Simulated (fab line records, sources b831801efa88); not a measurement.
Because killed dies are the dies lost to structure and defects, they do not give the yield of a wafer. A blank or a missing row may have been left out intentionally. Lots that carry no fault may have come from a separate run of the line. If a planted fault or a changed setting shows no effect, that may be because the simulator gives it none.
Which tool is to blame?    flow gf180mcu    6 lots with 18 wafers sampled at 3 steps, on a route of 602 steps

## WHAT EACH GAUGE READ, for each wafer
GF_HV_LDD_TW_MEAS_38.
lot   measured      on             HV_LDD_3_TW
L792  day 13 04:38  film_metro-04  1481 1474 1460
L794  day 13 18:05  film_metro-04  1812 1807 1819 1801 1803 1806
L801  day 15 13:07  film_metro-02  1440 1436 1426
L805  day 16 23:13  film_metro-04  1480 1474 1469
L808  day 17 21:07  film_metro-03  1418 1423 1420
L810  day 18 17:46  film_metro-02  1443 1440 1437

## TOOL THAT RAN EACH LOT (tool first, then ch and the chambers of the sampled wafers, then the start)
lot   GF_DNWELL_STRIP_08                   GF_HV_LDD_IMPLANT_36
L792  plasma_asher-01 ch 0,1, day 4 01:05  implanter-04 ch 0, day 13 04:24
L794  plasma_asher-04 ch 0,1, day 4 16:50  implanter-01 ch 0, day 13 17:51
L801  plasma_asher-01 ch 0,1, day 5 21:02  implanter-04 ch 0, day 15 12:53
L805  plasma_asher-04 ch 0,1, day 6 19:23  implanter-01 ch 0, day 16 22:59
L808  plasma_asher-04 ch 0,1, day 7 10:20  implanter-01 ch 0, day 17 20:52
L810  plasma_asher-01 ch 1, day 7 21:05    implanter-03 ch 0, day 18 17:32
- GF_DNWELL_STRIP_08: strips in O2/N2.
- GF_HV_LDD_IMPLANT_36

## THE ANSWER, worked out from the rows above alone
Rule: the usual values come from the lots themselves. The widest of any qualifying gaps counts: lots, ordered by their means at a reading, are off when they make up no more than a third of the lots, leave a main group of 4 or more, and stand apart from it by 3 or more times the standard deviation of that group's means. A main group is skipped when, at the precision printed for the reading in the tables above, its means are all equal. Also off: a lot with no number at a reading for which 4 or more lots have one. All remaining lots with rows at the step are treated as sound.
Off: at GF_HV_LDD_TW_MEAS_38 (HV_LDD_3_TW), L794. The main group: mean 1448, standard deviation 21.
If a tool, at a process step before that reading, ran all the lots that are off and no sound lot after the first of them, it fits. Those tools and the gauges at GF_HV_LDD_TW_MEAS_38 are tried in the same way. Of those tried, none fits.

## WHAT HAD BEEN PUT IN BY THE SIMULATOR
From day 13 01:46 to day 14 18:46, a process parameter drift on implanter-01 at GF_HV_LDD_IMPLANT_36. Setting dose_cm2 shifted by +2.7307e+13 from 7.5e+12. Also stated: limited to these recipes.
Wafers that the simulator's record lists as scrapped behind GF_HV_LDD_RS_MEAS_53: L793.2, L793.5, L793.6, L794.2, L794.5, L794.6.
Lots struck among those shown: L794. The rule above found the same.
